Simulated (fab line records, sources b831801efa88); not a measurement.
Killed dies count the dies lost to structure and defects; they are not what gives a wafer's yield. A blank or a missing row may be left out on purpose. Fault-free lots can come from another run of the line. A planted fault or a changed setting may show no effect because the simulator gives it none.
One fault seen from 2 desks	flow gf180mcu	each desk holds nothing but its own numbers, with what lay behind them at the end

FOR THE TOOL OWNER'S DESK: implanter-03
GF_VT_IMPLANT_IMPLANT_19, tool's own readings: per-lot mean of the sampled wafers with a number, covering each lot this tool ran. The brackets show how far a lot's mean lies from the usual mean; more than 4 standard deviations puts the lot out of limits, marked OUT.
Columns: A = beam energy keV at GF_VT_IMPLANT_IMPLANT_19, usual 100.00; B = beam on s at GF_VT_IMPLANT_IMPLANT_19, usual 10.04 s; C = dose ions cm2 at GF_VT_IMPLANT_IMPLANT_19, usual 4.35e+12; D = faraday current uA at GF_VT_IMPLANT_IMPLANT_19, usual 24.4
lot	first seen here	A	B	C	D
L608	day 6 22:00	100.00	10.03	4.35e+12	24.5
L609	day 7 09:29	99.98	10.03	4.35e+12	24.5
L611	day 7 20:20	100.03	10.14	4.34e+12	24.2
L613	day 8 08:47	99.94	10.10	4.35e+12	24.3
L614	day 8 14:36	99.98	10.16	4.36e+12	24.1
L621	day 10 12:31	100.00	9.28	4.35e+12	26.6 (+4.8) OUT
L623	day 10 23:18	100.01	9.36	4.35e+12	26.4 (+4.2) OUT
This desk finds L621, L623 out of limits, L621 being first, at day 10 12:31 (faraday current uA at GF_VT_IMPLANT_IMPLANT_19). In limits: L608, L609, L611, L613, L614.

AT THE METROLOGY DESK
Lot by lot, what the gauges showed, no matter which tool ran the lot: averages of those sampled wafers that carry a number. The brackets show how far a lot's mean lies from the usual mean; more than 4 standard deviations puts the lot out of limits, marked OUT.
Columns: A = VT_IMPLANT_2_TW at GF_VT_IMPLANT_TW_MEAS_21, usual 1225; B = HV_LDD_3_TW at GF_HV_LDD_TW_MEAS_38, usual 1429; C = cd nm at GF_HV_LDD_CD_MEAS_46, usual 400.0 nm
lot	first seen here	A	B	C
L605	day 6 04:34	1233	1437	399.3
L607	day 6 17:36	1233	1418	402.0
L608	day 6 22:15	1236	1440	399.6
L609	day 7 09:43	1208	1415	405.6
L610	day 7 14:12	1234	1434	401.1
L611	day 7 20:34	1237	1413	403.9
L612	day 8 02:51	1207	1440	399.9
L613	day 8 09:02	1206	1415	397.7
L614	day 8 14:49	1204	1435	394.4
L621	day 10 12:45	1209	1441	399.8
L623	day 10 23:33	1205	1429	401.4
L625	day 11 12:06	1243	1442	399.2
L628	day 12 05:49	1197	1443	397.6
This desk found nothing out of limits on any of the 13 lots.

TAKEN TOGETHER
At day 10 12:31, on L621, L623, the tool owner's desk was in a position to raise an alarm.
Nothing out of limits was seen by the metrology desk.
The metrology desk holds a record of L621, L623, inside its limits.
Every lot named ran GF_VT_IMPLANT_IMPLANT_19 on implanter-03.

WHAT HAD BEEN PUT IN BY THE SIMULATOR
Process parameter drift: implanter-03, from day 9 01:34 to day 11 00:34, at GF_VT_IMPLANT_IMPLANT_19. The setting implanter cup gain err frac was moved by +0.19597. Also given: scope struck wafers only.
Lots struck among those shown: L621, L623.
Each desk's first reading out of limits, in hours after the fault started: the tool owner's desk, 35.
